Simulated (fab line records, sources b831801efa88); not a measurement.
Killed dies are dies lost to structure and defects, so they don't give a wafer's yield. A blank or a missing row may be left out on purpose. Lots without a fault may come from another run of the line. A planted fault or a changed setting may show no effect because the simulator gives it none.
fab line records | flow sky130
record lots=5 wafers=15 last_day=49
route steps=708 shown METAL5@674 PASSIVATION@681 PAD_OPEN@694
lots that met no fault: from a run of the same line without faults
start_h: hours from the record's first day to the start of the lot's first wafer shown | wait_h: hours since the lot's step before | " the same as in the row above | L1.1+2: a row that stands for several wafers | - no value, or no start given | * or withheld: withheld | < > ~ a bound
route shown NAME@n: a module of which the file shows steps, and the number in the route of the first | usual: mean/standard deviation of fault-free wafers | same: alike in all rows | chamber/n: place in a boat | sites: the reading at each site | _std_site: their standard deviation | _edge_site: outer sites' mean less inner sites' | radius_mm: how far each site lies from the wafer's centre | mask NAME#n: copy n | behind: the tool/chamber that last shaped the wafer | hold: why the lot was held/for how many hours/how that ended | device: the transistor (n, p or np) that didn't switch | end of line: the same wafers' tests at the end of the route | a step without rows: its recipe alone | killed: dies lost to structure and defects at the first sort, not the wafer's yield | map: a wafer's dies, x killed, . not, _ none there
set.NAME: the setting as run; set.NAME@STEP: as run at that earlier step | model.NAME: the simulator's own value behind a step, which no gauge read
lots at some steps of the route; a table a step, a row a wafer
services: from which hour (start_h, from the record's first day; less than 0 if before it) a tool's chamber was out of use, for how many hours, and why
## steps
# step SKY_METAL5_DEVELOP_13
# recipe resist=NOVOLAK developer=TMAH develop_time_s=60 dev_temp_c=23
# columns lot.wafer tool chamber start_h wait_h
L074.1+5+6 litho_track-01 0 1053.33 0.1
L076.2+4+6 litho_track-04 0 1077.42 0.1
L077.2+3+5 litho_track-02 0 1078.44 0.1
L079.2+4+5 litho_track-04 0 1082.12 0.1
L085.1+3+6 litho_track-04 0 1121.30 0.1
# step SKY_METAL5_DESCUM_14
# recipe chemistry=O2 source_power_w=150 bias_power_w=0 pressure_mtorr=10 temp_c=40 time_s=11
# usual drypump_motor_current_A=5.8/0.31 oes_product_au=0.991/0.011
# columns lot.wafer tool chamber start_h wait_h drypump_motor_current_A oes_product_au rf_hours_counter_h
L074.1 rie_metal-03 0 1053.48 0.1 6.3 0.988 24
L074.5 " 1 " " 5.4 0.982 -
L074.6 " 0 " " 6.2 0.988 -
L076.2 rie_metal-02 0 1077.54 0.1 6.3 0.978 19
L076.4 " 1 " " 5.9 0.989 -
L076.6 " 1 " " 5.9 0.979 -
L077.2 rie_metal-02 0 1078.57 0.1 6.3 0.983 19
L077.3 " 0 " " 6.3 0.977 -
L077.5 " 1 " " 5.8 0.978 -
L079.2 rie_metal-01 1 1082.24 0.1 5.7 0.988 14
L079.4 " 0 " " 5.6 1.017 -
L079.5 " 0 " " 5.6 1.014 -
L085.1 rie_metal-03 1 1121.45 0.1 5.4 0.986 26
L085.3 " 1 " " 5.4 0.977 -
L085.6 " 1 " " 5.4 0.984 -
# step SKY_METAL5_METAL_ETCH_15
# recipe target_depth_a=12600 stop_on=SiO2 over_etch_frac=0.2 time_s=252 chemistry=Cl2/BCl3 resist_sidewall_deg=86 pressure_mtorr=10 icp_w=900 bias_w=48.5 Cl2_flow_sccm=60 bcl3_flow_sccm=30
# usual bcl3_flow_sccm=30.00/0.1 drypump_motor_current_A=5.8/0.31 mfc_cl2_sccm=60.00/0.17 oes_product_au=0.893/0.0051 throttle_valve_pct=22.264/0.009
# columns lot.wafer tool chamber start_h wait_h bcl3_flow_sccm drypump_motor_current_A mfc_cl2_sccm oes_product_au rf_hours_counter_h throttle_valve_pct
L074.1 rie_metal-03 0 1053.51 0.0 30.01 6.3 60.09 0.888 24 22.261
L074.5 " 1 " " 29.99 5.4 59.76 0.902 - 22.275
L074.6 " 0 " " 30.07 6.3 59.83 0.888 - 22.275
L076.2 rie_metal-02 0 1077.58 0.0 30.01 6.3 60.20 0.892 19 22.255
L076.4 " 1 " " 29.93 5.9 60.28 0.893 - 22.266
L076.6 " 1 " " 29.78 5.8 60.00 0.894 - 22.271
L077.2 rie_metal-02 0 1078.60 0.0 30.05 6.3 60.00 0.894 19 22.250
L077.3 " 0 " " 29.94 6.3 59.93 0.899 - 22.269
L077.5 " 1 " " 29.93 5.9 59.81 0.894 - 22.267
L079.2 rie_metal-01 1 1082.28 0.0 30.14 5.7 60.04 0.894 14 22.255
L079.4 " 0 " " 30.02 5.7 60.43 0.896 - 22.255
L079.5 " 0 " " 29.99 5.7 60.09 0.903 - 22.278
L085.1 rie_metal-03 1 1121.51 0.1 29.87 5.4 60.08 0.899 26 22.263
L085.3 " 1 " " 30.03 5.4 60.05 0.896 - 22.246
L085.6 " 1 " " 30.00 5.4 59.78 0.891 - 22.268
# step SKY_METAL5_STRIP_16
# recipe chemistry=O2/N2 power_w=1400 pressure_mtorr=1500 platen_temp_c=withheld o2_flow_sccm=3000 n2_flow_sccm=300 overash_fraction=0.5
# usual drypump_motor_current_A=5.5/0.39 oes_product_au=0.710/0.0044 strip_time_to_endpoint_s=13.16/0.16
# columns lot.wafer tool chamber start_h wait_h drypump_motor_current_A oes_product_au rf_hours_counter_h strip_time_to_endpoint_s
L074.1 plasma_asher-03 1 1053.75 0.2 6.2 0.716 60 13.27
L074.5 " 0 " " 5.4 0.708 - 13.22
L074.6 " 1 " " 6.1 0.704 - 13.29
L076.2 plasma_asher-01 0 1077.81 0.2 4.9 0.710 97 13.35
L076.4 " 1 " " 5.8 0.716 - 13.29
L076.6 " 1 " " 5.8 0.709 - 13.40
L077.2 plasma_asher-03 0 1078.83 0.2 5.3 0.719 62 13.37
L077.3 " 0 " " 5.4 0.712 - 13.32
L077.5 " 1 " " 6.1 0.712 - 13.32
L079.2 plasma_asher-03 0 1082.51 0.2 5.4 0.704 63 13.00
L079.4 " 0 " " 5.4 0.712 - 12.92
L079.5 " 0 " " 5.4 0.707 - 12.93
L085.1 plasma_asher-02 0 1121.98 0.4 5.5 0.712 5 13.21
L085.3 " 1 " " 5.2 0.713 - 13.21
L085.6 " 0 " " 5.4 0.706 - 13.21
# step SKY_METAL5_STRIP_17
# recipe chemistry=post_etch_residue_remover time_s=1200 temp_c=72.5
# columns lot.wafer tool chamber start_h wait_h
L074.1+5+6 wet_bench-03 0 1053.86 0.1
L076.2+4+6 wet_bench-04 2 1077.91 0.1
L077.2+3+5 wet_bench-04 2 1078.93 0.1
L079.2+4+5 wet_bench-04 1 1082.61 0.1
L085.1+3+6 wet_bench-03 1 1122.08 0.1
# step SKY_METAL5_CLEAN_18
# recipe chemistry=IPA time_s=180 temp_c=25
# columns lot.wafer tool chamber start_h wait_h
L074.1+5+6 wet_bench-04 1 1054.23 0.0
L076.2+4+6 wet_bench-03 1 1078.26 0.0
L077.2+3+5 wet_bench-03 2 1079.28 0.0
L079.2+4+5 wet_bench-03 3 1082.96 0.0
L085.1+3+6 wet_bench-02 1 1122.43 0.0
# step SKY_METAL5_CLEAN_19
# recipe chemistry=O3/DIW dry=n2_spin
# columns lot.wafer tool chamber start_h wait_h
L074.1+5+6 wet_bench-03 2 1054.29 0.0
L076.2+4+6 wet_bench-03 3 1078.31 0.0
L077.2+3+5 wet_bench-02 3 1079.33 0.0
L079.2+4+5 wet_bench-04 0 1083.01 0.0
L085.1+3+6 wet_bench-02 0 1122.49 0.0
# step SKY_PASSIVATION_CVD_00
# recipe material=SiO2 target_thk_nm=90 temp_c=400 time_s=withheld rf_w=600
# usual heater_power_w=720/68
# columns lot.wafer tool chamber start_h wait_h heater_power_w
L074.1 pecvd-02 0 1054.39 0.0 740
L074.5 " 1 " " 700
L074.6 " 2 " " 707
L076.2 pecvd-02 0 1078.41 0.0 600
L076.4 " 1 " " 712
L076.6 " 2 " " 836
L077.2 pecvd-01 2 1079.43 0.0 685
L077.3 " 1 " " 800
L077.5 " 0 " " 663
L079.2 pecvd-03 1 1083.11 0.0 718
L079.4 " 1 " " 726
L079.5 " 2 " " 770
L085.1 pecvd-03 0 1122.59 0.0 677
L085.3 " 2 " " 664
L085.6 " 0 " " 676
# step SKY_PASSIVATION_THK_MEAS_01
# recipe reads=SiO2_of_PASSIVATION_CVD_00
# usual PASSIVATION_CVD_00_THK=89.7/1.4
# columns lot.wafer tool chamber start_h wait_h PASSIVATION_CVD_00_THK[nm]
L074.1 film_metro-01 - 1054.41 - 89.4
L074.5 " - " " 90.2
L074.6 " - " " 90.2
L076.2 film_metro-02 - 1078.44 - 89.8
L076.4 " - " " 90.9
L076.6 " - " " 90.5
L077.2 film_metro-02 - 1079.46 - 90.4
L077.3 " - " " 90.5
L077.5 " - " " 90.6
L079.2 film_metro-04 - 1083.14 - 89.0
L079.4 " - " " 91.9
L079.5 " - " " 89.6
L085.1 film_metro-01 - 1122.61 - 88.9
L085.3 " - " " 87.0
L085.6 " - " " 89.4
# step SKY_PASSIVATION_CVD_02
# recipe material=Si3N4 target_thk_nm=540 temp_c=400 time_s=withheld rf_w=450
# usual heater_power_w=780/68
# columns lot.wafer tool chamber start_h wait_h heater_power_w
L074.1 pecvd-03 2 1054.47 0.1 772
L074.5 " 2 " " 792
L074.6 " 1 " " 691
L076.2 pecvd-03 2 1078.49 0.0 722
L076.4 " 1 " " 858
L076.6 " 2 " " 751
L077.2 pecvd-02 0 1079.51 0.0 780
L077.3 " 2 " " 880
L077.5 " 0 " " 648
L079.2 pecvd-02 2 1083.19 0.0 783
L079.4 " 0 " " 630
L079.5 " 2 " " 834
L085.1 pecvd-01 1 1122.67 0.1 815
L085.3 " 2 " " 815
L085.6 " 0 " " 618
# step SKY_PASSIVATION_THK_MEAS_03
# recipe reads=Si3N4_of_PASSIVATION_CVD_02
# usual PASSIVATION_CVD_02_THK=542/7.3
# columns lot.wafer tool chamber start_h wait_h PASSIVATION_CVD_02_THK[nm]
L074.1 film_metro-01 - 1054.70 - 539
L074.5 " - " " 546
L074.6 " - " " 545
L076.2 film_metro-02 - 1078.72 - 532
L076.4 " - " " 543
L076.6 " - " " 550
L077.2 film_metro-01 - 1079.74 - 535
L077.3 " - " " 542
L077.5 " - " " 540
L079.2 film_metro-02 - 1083.42 - 548
L079.4 " - " " 546
L079.5 " - " " 551
L085.1 film_metro-01 - 1122.94 - 536
L085.3 " - " " 538
L085.6 " - " " 545
# step SKY_PASSIVATION_DEHYDRATE_04
# recipe temp_c=200 time_s=60
# columns lot.wafer tool chamber start_h wait_h
L074.1+5+6 litho_track-01 0 1065.58 10.9
L076.2+4+6 litho_track-03 0 1089.12 10.4
L077.2+3+5 litho_track-02 0 1090.29 10.5
L079.2+4+5 litho_track-02 0 1094.44 11.0
L085.1+3+6 litho_track-03 0 1133.09 10.1
# step SKY_PASSIVATION_HMDS_05
# recipe prime_time_s=60 prime_temp_c=120
# usual prime_temp_c=119.99/0.14
# columns lot.wafer tool chamber start_h wait_h prime_temp_c
L074.1 litho_track-01 0 1065.73 0.1 120.15
L074.5 " 0 " " 119.97
L074.6 " 0 " " 119.80
L076.2 litho_track-03 0 1089.27 0.1 120.01
L076.4 " 0 " " 120.00
L076.6 " 0 " " 119.84
L077.2 litho_track-02 0 1090.44 0.1 120.09
L077.3 " 0 " " 120.23
L077.5 " 0 " " 120.00
L079.2 litho_track-02 0 1094.59 0.1 119.98
L079.4 " 0 " " 119.99
L079.5 " 0 " " 120.19
L085.1 litho_track-03 0 1133.24 0.1 119.95
L085.3 " 0 " " 119.80
L085.6 " 0 " " 119.78
# step SKY_PASSIVATION_COAT_06
# recipe spin_rpm=2000 resist_thk_nm=3000
# columns lot.wafer tool chamber start_h wait_h
L074.1+5+6 litho_track-01 0 1065.88 0.1
L076.2+4+6 litho_track-03 0 1089.42 0.1
L077.2+3+5 litho_track-02 0 1090.59 0.1
L079.2+4+5 litho_track-02 0 1094.74 0.1
L085.1+3+6 litho_track-03 0 1133.39 0.1
# step SKY_PASSIVATION_SOFTBAKE_07
# recipe temp_c=110 time_s=withheld
# columns lot.wafer tool chamber start_h wait_h
L074.1+5+6 litho_track-01 0 1066.03 0.1
L076.2+4+6 litho_track-03 0 1089.58 0.1
L077.2+3+5 litho_track-02 0 1090.75 0.1
L079.2+4+5 litho_track-02 0 1094.90 0.1
L085.1+3+6 litho_track-03 0 1133.54 0.1
# step SKY_PASSIVATION_EXPOSE_08
# recipe mask_id=NSM target_cd_nm=3000 na=0.57 dose_mj=260
# columns lot.wafer tool chamber start_h wait_h mask
L074.1+5+6 iline_stepper-02 0 - - NSM#0
L076.2+4+6 iline_stepper-01 0 - - NSM#0
L077.2+3+5 iline_stepper-01 0 - - NSM#0
L079.2+4+5 iline_stepper-01 0 - - NSM#0
L085.1+3+6 iline_stepper-01 0 - - NSM#0
# step SKY_PASSIVATION_PEB_09
# recipe temp_c=115 time_s=withheld
# columns lot.wafer tool chamber start_h wait_h
L074.1+5+6 litho_track-02 0 - -
L076.2+4+6 litho_track-03 0 - -
L077.2+3+5 litho_track-01 0 - -
L079.2+4+5 litho_track-03 0 - -
L085.1+3+6 litho_track-01 0 - -
# step SKY_PASSIVATION_DEVELOP_10
# recipe develop_time_s=60 dev_temp_c=23
# columns lot.wafer tool chamber start_h wait_h
L074.1+5+6 litho_track-02 0 - -
L076.2+4+6 litho_track-03 0 - -
L077.2+3+5 litho_track-01 0 - -
L079.2+4+5 litho_track-03 0 - -
L085.1+3+6 litho_track-01 0 - -
# step SKY_PASSIVATION_ETCH_11
# recipe chemistry=CF4/O2 target_depth_nm=725 stop_on=AlCu source_w=800 bias_w=150 pressure_mtorr=150 cf4_flow_sccm=80 O2_flow_sccm=10 time_s=161.1
# usual drypump_motor_current_A=5.8/0.4 oes_product_au=0.978/0.0079 throttle_valve_pct=5.965/0.0095
# columns lot.wafer tool chamber start_h wait_h drypump_motor_current_A oes_product_au rf_hours_counter_h throttle_valve_pct
L074.1 rie_diel-03 2 1077.12 - 5.9 0.974 16 5.976
L074.5 " 3 " " 5.8 0.989 - 5.969
L074.6 " 1 " " 6.2 0.972 - 5.973
L076.2 rie_diel-01 2 1100.09 - 5.9 0.971 23 5.964
L076.4 " 0 " " 5.8 0.980 8 5.949
L076.6 " 0 " " 5.8 0.988 - 5.971
L077.2 rie_diel-04 0 1101.13 - 6.2 0.969 19 5.959
L077.3 " 1 " " 4.8 0.964 6 5.959
L077.5 " 3 " " 5.9 0.989 - 5.959
L079.2 rie_diel-04 2 1104.74 - 5.4 0.979 17 5.959
L079.4 " 1 " " 4.8 0.970 6 5.956
L079.5 " 2 " " 5.4 0.975 - 5.977
L085.1 rie_diel-01 2 1143.43 - 5.9 0.975 25 5.974
L085.3 " 0 " " 5.8 0.976 10 5.953
L085.6 " 1 " " 6.3 0.984 - 5.965
# step SKY_PASSIVATION_STRIP_12
# recipe chemistry=O2/N2 power_w=1400 pressure_mtorr=1500 platen_temp_c=withheld overash_fraction=0.7 o2_flow_sccm=3000 n2_flow_sccm=300
# usual drypump_motor_current_A=5.8/0.46 oes_product_au=0.660/0.0046 strip_time_to_endpoint_s=31.50/0.13
# columns lot.wafer tool chamber start_h wait_h drypump_motor_current_A oes_product_au rf_hours_counter_h strip_time_to_endpoint_s
L074.1 plasma_asher-03 1 1077.22 0.1 6.1 0.668 62 31.55
L074.5 " 1 " " 6.1 0.660 - 31.30
L074.6 " 0 " " 5.3 0.663 - 31.50
L076.2 plasma_asher-04 1 1100.20 0.1 6.1 0.659 34 31.22
L076.4 " 1 " " 6.1 0.654 - 31.49
L076.6 " 1 " " 6.1 0.664 - 31.38
L077.2 plasma_asher-04 0 1101.23 0.1 6.4 0.657 34 31.52
L077.3 " 1 " " 6.1 0.666 - 31.67
L077.5 " 0 " " 6.4 0.657 - 31.48
L079.2 plasma_asher-02 1 1104.85 0.1 5.2 0.662 4 31.55
L079.4 " 0 " " 5.5 0.660 - 31.67
L079.5 " 0 " " 5.5 0.663 - 31.61
L085.1 plasma_asher-02 1 1143.53 0.1 5.2 0.653 7 31.34
L085.3 " 1 " " 5.2 0.667 - 31.41
L085.6 " 0 " " 5.5 0.666 - 31.42
# step SKY_PAD_OPEN_DEHYDRATE_00
# recipe temp_c=200 time_s=60
# columns lot.wafer tool chamber start_h wait_h
L074.1+5+6 litho_track-02 0 1087.52 10.3
L076.2+4+6 litho_track-02 0 1110.24 10.0
L077.2+3+5 litho_track-04 0 1111.02 9.8
L079.2+4+5 litho_track-04 0 1115.87 11.0
L085.1+3+6 litho_track-03 0 1151.74 8.2
# step SKY_PAD_OPEN_HMDS_01
# recipe prime_time_s=60 prime_temp_c=120
# usual prime_temp_c=120.00/0.13
# columns lot.wafer tool chamber start_h wait_h prime_temp_c
L074.1 litho_track-02 0 1087.67 0.1 120.04
L074.5 " 0 " " 119.93
L074.6 " 0 " " 120.04
L076.2 litho_track-02 0 1110.39 0.1 119.84
L076.4 " 0 " " 119.81
L076.6 " 0 " " 120.04
L077.2 litho_track-04 0 1111.17 0.1 120.04
L077.3 " 0 " " 120.14
L077.5 " 0 " " 120.14
L079.2 litho_track-04 0 1116.02 0.1 120.11
L079.4 " 0 " " 119.92
L079.5 " 0 " " 120.08
L085.1 litho_track-03 0 1151.89 0.1 120.09
L085.3 " 0 " " 119.89
L085.6 " 0 " " 120.07
# step SKY_PAD_OPEN_COAT_02
# recipe spin_rpm=2000 resist_thk_nm=3000
# columns lot.wafer tool chamber start_h wait_h
L074.1+5+6 litho_track-02 0 1087.82 0.1
L076.2+4+6 litho_track-02 0 1110.54 0.1
L077.2+3+5 litho_track-04 0 1111.32 0.1
L079.2+4+5 litho_track-04 0 1116.17 0.1
L085.1+3+6 litho_track-03 0 1152.04 0.1
# step SKY_PAD_OPEN_SOFTBAKE_03
# recipe temp_c=110 time_s=withheld
# columns lot.wafer tool chamber start_h wait_h
L074.1+5+6 litho_track-02 0 1087.97 0.1
L076.2+4+6 litho_track-02 0 1110.70 0.1
L077.2+3+5 litho_track-04 0 1111.48 0.1
L079.2+4+5 litho_track-04 0 1116.33 0.1
L085.1+3+6 litho_track-03 0 1152.19 0.1
# step SKY_PAD_OPEN_EXPOSE_04
# recipe mask_id=PDM target_cd_nm=60000 na=0.57 dose_mj=260
# columns lot.wafer tool chamber start_h wait_h mask
L074.1+5+6 iline_stepper-01 0 - - PDM#0
L076.2+4+6 iline_stepper-01 0 - - PDM#0
L077.2+3+5 iline_stepper-01 0 - - PDM#0
L079.2+4+5 iline_stepper-02 0 - - PDM#0
L085.1+3+6 iline_stepper-02 0 - - PDM#0
# step SKY_PAD_OPEN_PEB_05
# recipe temp_c=115 time_s=withheld
# columns lot.wafer tool chamber start_h wait_h
L074.1+5+6 litho_track-02 0 - -
L076.2+4+6 litho_track-02 0 - -
L077.2+3+5 litho_track-04 0 - -
L079.2+4+5 litho_track-02 0 - -
L085.1+3+6 litho_track-03 0 - -
# step SKY_PAD_OPEN_DEVELOP_06
# recipe develop_time_s=60 dev_temp_c=23
# columns lot.wafer tool chamber start_h wait_h
L074.1+5+6 litho_track-02 0 - -
L076.2+4+6 litho_track-02 0 - -
L077.2+3+5 litho_track-04 0 - -
L079.2+4+5 litho_track-02 0 - -
L085.1+3+6 litho_track-03 0 - -
# step SKY_PAD_OPEN_ETCH_07
# recipe chemistry=CF4/O2 target_depth_nm=725 stop_on=AlCu source_w=800 bias_w=150 pressure_mtorr=150 cf4_flow_sccm=80 O2_flow_sccm=10 time_s=161.1
# usual drypump_motor_current_A=5.7/0.39 oes_product_au=0.980/0.0075 throttle_valve_pct=5.966/0.0089
# columns lot.wafer tool chamber start_h wait_h drypump_motor_current_A oes_product_au rf_hours_counter_h throttle_valve_pct
L074.1 rie_diel-01 0 1098.87 - 5.8 0.977 8 5.968
L074.5 " 2 " " 5.9 0.989 - 5.970
L074.6 " 3 " " 5.9 0.978 - 5.955
L076.2 rie_diel-01 2 1121.47 - 5.9 0.978 24 5.964
L076.4 " 1 " " 6.3 0.976 24 5.974
L076.6 " 1 " " 6.3 0.988 - 5.986
L077.2 rie_diel-03 1 1121.80 - 6.2 0.967 13 5.959
L077.3 " 0 " " 5.9 0.975 1 5.957
L077.5 " 0 " " 5.9 0.976 - 5.985
L079.2 rie_diel-02 2 1126.62 - 5.9 0.981 23 5.974
L079.4 " 1 " " 5.0 0.978 16 5.967
L079.5 " 2 " " 5.9 0.998 - 5.967
L085.1 rie_diel-03 2 1162.09 - 5.9 0.981 19 5.986
L085.3 " 1 " " 6.2 0.969 14 5.973
L085.6 " 0 " " 5.9 0.979 - 5.960
# step SKY_PAD_OPEN_STRIP_08
# recipe chemistry=O2/N2 power_w=1400 pressure_mtorr=1500 platen_temp_c=withheld overash_fraction=0.7 o2_flow_sccm=3000 n2_flow_sccm=300
# usual drypump_motor_current_A=5.8/0.5 oes_product_au=0.662/0.0043
# columns lot.wafer tool chamber start_h wait_h drypump_motor_current_A oes_product_au rf_hours_counter_h
L074.1 plasma_asher-01 1 1098.97 0.1 5.9 0.665 99
L074.5 " 1 " " 5.9 0.666 -
L074.6 " 0 " " 5.0 0.670 -
L076.2 plasma_asher-01 1 1121.57 0.1 5.9 0.671 101
L076.4 " 1 " " 5.8 0.665 -
L076.6 " 1 " " 5.8 0.668 -
L077.2 plasma_asher-04 1 1121.90 0.1 6.1 0.667 36
L077.3 " 0 " " 6.5 0.658 -
L077.5 " 0 " " 6.4 0.667 -
L079.2 plasma_asher-03 0 1126.72 0.1 5.4 0.668 67
L079.4 " 0 " " 5.4 0.656 -
L079.5 " 1 " " 6.1 0.669 -
L085.1 plasma_asher-04 1 1162.20 0.1 6.1 0.666 40
L085.3 " 0 " " 6.4 0.665 -
L085.6 " 1 " " 6.1 0.668 -
# step SKY_PAD_OPEN_STRIP_09
# recipe chemistry=post_etch_residue_remover time_s=1200 temp_c=72.5
# columns lot.wafer tool chamber start_h wait_h
L074.1+5+6 wet_bench-04 0 1099.07 0.1
L076.2+4+6 wet_bench-01 2 1121.69 0.1
L077.2+3+5 wet_bench-02 1 1122.00 0.1
L079.2+4+5 wet_bench-04 0 1126.82 0.1
L085.1+3+6 wet_bench-01 0 1162.30 0.1
# step SKY_PAD_OPEN_CLEAN_10
# recipe chemistry=IPA time_s=180 temp_c=25
# columns lot.wafer tool chamber start_h wait_h
L074.1+5+6 wet_bench-02 1 1099.41 0.0
L076.2+4+6 wet_bench-04 1 1122.03 0.0
L077.2+3+5 wet_bench-04 1 1122.37 0.0
L079.2+4+5 wet_bench-01 0 1127.16 0.0
L085.1+3+6 wet_bench-04 0 1162.64 0.0
# step SKY_PAD_OPEN_CLEAN_11
# recipe chemistry=O3/DIW dry=n2_spin
# columns lot.wafer tool chamber start_h wait_h
L074.1+5+6 wet_bench-04 3 1099.48 0.0
L076.2+4+6 wet_bench-01 0 1122.09 0.0
L077.2+3+5 wet_bench-04 2 1122.43 0.0
L079.2+4+5 wet_bench-01 0 1127.22 0.0
L085.1+3+6 wet_bench-01 3 1162.70 0.0
# step SKY_PAD_OPEN_ANNEAL_12
# recipe temp_c=400 time_s=withheld ambient=N2/H2 idle_temp_c=300 ramp_up_c_per_min=8 ramp_down_c_per_min=4
# columns lot.wafer tool chamber start_h wait_h
L074.1+5+6 furnace-02 0 1099.57 0.0
L076.2+4+6 furnace-02 0 1122.18 0.0
L077.2+3+5 furnace-01 0 1122.52 0.0
L079.2+4+5 furnace-01 0 1127.31 0.0
L085.1+3+6 furnace-01 0 1162.80 0.0
# step SKY_PAD_OPEN_BOW_MEAS_13
# recipe mode=bow
# usual PAD_OPEN_BOW=46/8.4
# columns lot.wafer tool chamber start_h wait_h PAD_OPEN_BOW[um]
L074.1 film_metro-03 - 1101.07 - 29
L074.5 " - " " 37
L074.6 " - " " 34
L076.2 film_metro-02 - 1123.70 - 50
L076.4 " - " " 38
L076.6 " - " " 34
L077.2 film_metro-03 - 1124.04 - 39
L077.3 " - " " 30
L077.5 " - " " 41
L079.2 film_metro-04 - 1128.83 - 50
L079.4 " - " " 46
L079.5 " - " " 54
L085.1 film_metro-02 - 1164.30 - 52
L085.3 " - " " 56
L085.6 " - " " 52
## services
# columns tool chamber start_h hours kind
iline_stepper-01 - 1029.56 2.5 repair
rie_diel-03 2 1031.79 5.6 repair
rie_metal-03 1 1032.84 12.0 repair
rie_diel-04 3 1053.67 3.0 repair
plasma_asher-02 - 1055.25 9.0 pm
furnace-02 - 1062.23 15.0 repair
plasma_asher-02 - 1080.83 0.9 repair
iline_stepper-02 - 1086.53 12.9 repair
iline_stepper-01 - 1098.97 3.6 repair
iline_stepper-02 - 1102.55 1.7 pm
iline_stepper-01 - 1115.53 1.7 pm
rie_metal-02 - 1118.06 28.1 pm
plasma_asher-01 - 1122.75 2.4 repair
pecvd-02 2 1127.61 15.0 repair
plasma_asher-04 - 1130.26 2.5 repair
furnace-01 - 1132.20 3.0 pm
pecvd-03 - 1132.82 1.7 repair
iline_stepper-02 - 1140.36 4.6 repair
rie_metal-02 - 1146.16 14.6 pm
rie_diel-01 0 1147.56 1.7 repair
pecvd-02 - 1150.17 1.6 repair
furnace-01 - 1155.96 3.8 pm
plasma_asher-03 - 1158.00 0.7 repair
rie_diel-01 1 1162.17 5.9 repair
## key
fault none
